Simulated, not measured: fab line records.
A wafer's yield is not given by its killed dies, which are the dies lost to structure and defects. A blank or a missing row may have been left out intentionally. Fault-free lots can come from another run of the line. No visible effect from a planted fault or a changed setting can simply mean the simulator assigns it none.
The tool behind it: which one? | flow gf180mcu | at 1 step of a route of 602, 6 lots with 18 wafers sampled

## WHAT THE GAUGES SHOWED, per wafer
GF_DUAL_GATE_OVL_MEAS_11.
lot  | measured     | on         | DUAL_GATE_OVL (nm)
L825 | day 8 23:37  | overlay-01 | 3.0 -0.8 -0.2
L827 | day 9 12:01  | overlay-02 | -0.9 -0.1 -0.9
L830 | day 10 10:04 | overlay-01 | 1.0 0.7 1.0
L836 | day 12 04:18 | overlay-01 | -0.1 1.2 1.9
L841 | day 13 15:26 | overlay-02 | 0.6 2.2 2.5
L844 | day 14 13:23 | overlay-02 | 0.8 -0.9 -0.3

## EACH LOT AND THE TOOL THAT RAN IT (in order: tool; ch and the chambers of the sampled wafers; start)
There is no process step in the record ahead of these readings.

## THE ANSWER, worked out from the rows above alone
Rule: the usual values come from the lots themselves. The widest of any qualifying gaps counts: lots, ordered by their means at a reading, are off when they make up no more than a third of the lots, leave a main group of 4 or more, and stand apart from it by 3 or more times the standard deviation of that group's means. A main group whose means are all the same, to the digits that the tables above print for the reading, isn't used. A lot without any number at a reading at which 4 lots or more have one is off too. Any other lot the step has rows for is counted as sound.
No lot is off on any of the readings shown, so nothing can be concluded from this.

## WHAT WAS PUT IN BY THE SIMULATOR
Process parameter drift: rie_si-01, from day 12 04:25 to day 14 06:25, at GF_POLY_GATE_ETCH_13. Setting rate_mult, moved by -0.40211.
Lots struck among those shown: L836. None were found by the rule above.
